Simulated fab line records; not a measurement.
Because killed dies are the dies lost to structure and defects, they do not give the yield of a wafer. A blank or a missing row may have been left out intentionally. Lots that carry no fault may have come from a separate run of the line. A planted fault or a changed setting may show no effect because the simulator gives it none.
Which of the tools did it?    flow sky130    Sampling: 14 lots, 42 wafers, 3 of 708 route steps

== WHAT THE GAUGES SHOWED, per wafer ==
SKY_POLY_CUT_CD_MEAS_08 targets a cd of 270 nm. Usual: 269.8 nm for cd_nm, sd 1.5.
lot   measured      on         cd_nm (nm)         flag
L137  day 24 07:59  cd_sem-01  267.8 270.0 268.1  
L142  day 26 16:27  cd_sem-02  269.4 268.8 269.3  
L143  day 26 18:35  cd_sem-02  270.6 272.3 271.0  
L141  day 26 18:53  cd_sem-01  268.2 268.2 269.1  
L148  day 28 07:25  cd_sem-02  269.0 268.4 269.6  
L151  day 29 11:44  cd_sem-02  269.9 270.8 271.0  
L152  day 30 02:44  cd_sem-02  267.8 267.8 267.6  
L154  day 30 15:02  cd_sem-01  271.0 271.2 271.2  
L153  day 30 19:03  cd_sem-01  271.6 270.1 269.9  
L156  day 31 02:28  cd_sem-02  273.6 271.7 272.0  
L155  day 31 04:02  cd_sem-02  270.9 269.6 269.5  
L157  day 31 04:14  cd_sem-01  268.0 267.4 267.8  
L158  day 31 17:17  cd_sem-02  269.6 271.2 270.3  
L159  day 31 21:30  cd_sem-01  268.5 269.1 268.9  

SKY_CONTACT_CD_MEAS_14 targets a cd of 170 nm. Usual: 169.4 nm for cd_nm, sd 1.5.
lot   measured      on         cd_nm (nm)         flag
L137  day 31 16:09  cd_sem-02  170.7 169.8 170.5  
L142  day 33 20:20  cd_sem-01  169.7 170.5 169.7  
L143  day 33 22:34  cd_sem-01  169.1 168.9 170.2  
L141  day 33 23:37  cd_sem-02  170.7 170.6 169.6  
L148  day 35 07:29  cd_sem-01  166.7 168.4 168.2  
L151  day 36 09:19  cd_sem-02  168.8 169.3 170.3  
L152  day 37 00:29  cd_sem-01  170.7 170.2 171.2  
L154  day 37 13:02  cd_sem-02  170.0 171.2 170.2  
L153  day 37 15:50  cd_sem-02  171.5 170.7 171.5  
L156  day 37 22:55  cd_sem-01  167.7 167.8 166.5  
L155  day 38 00:04  cd_sem-01  172.0 171.6 170.3  
L157  day 38 01:10  cd_sem-02  167.9 169.1 167.7  
L158  day 38 13:58  cd_sem-02  168.7 168.3 168.4  
L159  day 38 18:32  cd_sem-01  172.1 171.4 171.1  

SKY_CONTACT_OVL_MEAS_15. Usual: CONTACT_OVL 0 nm, standard deviation 4.9.
lot   measured      on          CONTACT_OVL (nm)  flag
L137  day 31 16:16  overlay-01  8 -2 7            
L142  day 33 20:27  overlay-01  0 -5 -9           
L143  day 33 22:41  overlay-02  4 3 7             
L141  day 33 23:43  overlay-01  -7 3 -1           
L148  day 35 07:35  overlay-02  1 0 6             
L151  day 36 09:25  overlay-01  0 2 0             
L152  day 37 00:36  overlay-02  1 2 -2            
L154  day 37 13:09  overlay-01  8 6 1             
L153  day 37 15:57  overlay-01  -5 2 -3           
L156  day 37 23:02  overlay-01  3 4 5             
L155  day 38 00:11  overlay-01  -3 -3 -1          
L157  day 38 01:17  overlay-02  0 1 5             
L158  day 38 14:05  overlay-01  -11 -3 -6         
L159  day 38 18:39  overlay-02  -11 0 -1          

== EACH LOT AND THE TOOL THAT RAN IT (in order: tool; ch and the chambers of the sampled wafers; start) ==
There is no process step in the record ahead of these readings.

== AS READ BY THE TOOLS THEMSELVES (means over the sampled wafers that have a number; for cases with no such wafer, the mark the record gives instead) ==
The record holds no such reading with a usual standard deviation.

== THE ANSWER, worked out from the rows above alone ==
Rule: a lot counts as off when the mean over its wafers that have a number is more than 3 standard deviations away from the usual mean. Also off: a lot with no number at a reading for which 4 or more lots have one. All remaining lots with rows at the step are treated as sound. After the gauges, taken in route order, come the tools' own readings; for these a lot's mean is taken, as printed above. At the first step where some lot is off, the reading lying furthest off is the one used; lots without a number count as furthest.
No lot is off at any reading shown: from this, nothing can be told.

== WHAT WAS PUT IN BY THE SIMULATOR ==
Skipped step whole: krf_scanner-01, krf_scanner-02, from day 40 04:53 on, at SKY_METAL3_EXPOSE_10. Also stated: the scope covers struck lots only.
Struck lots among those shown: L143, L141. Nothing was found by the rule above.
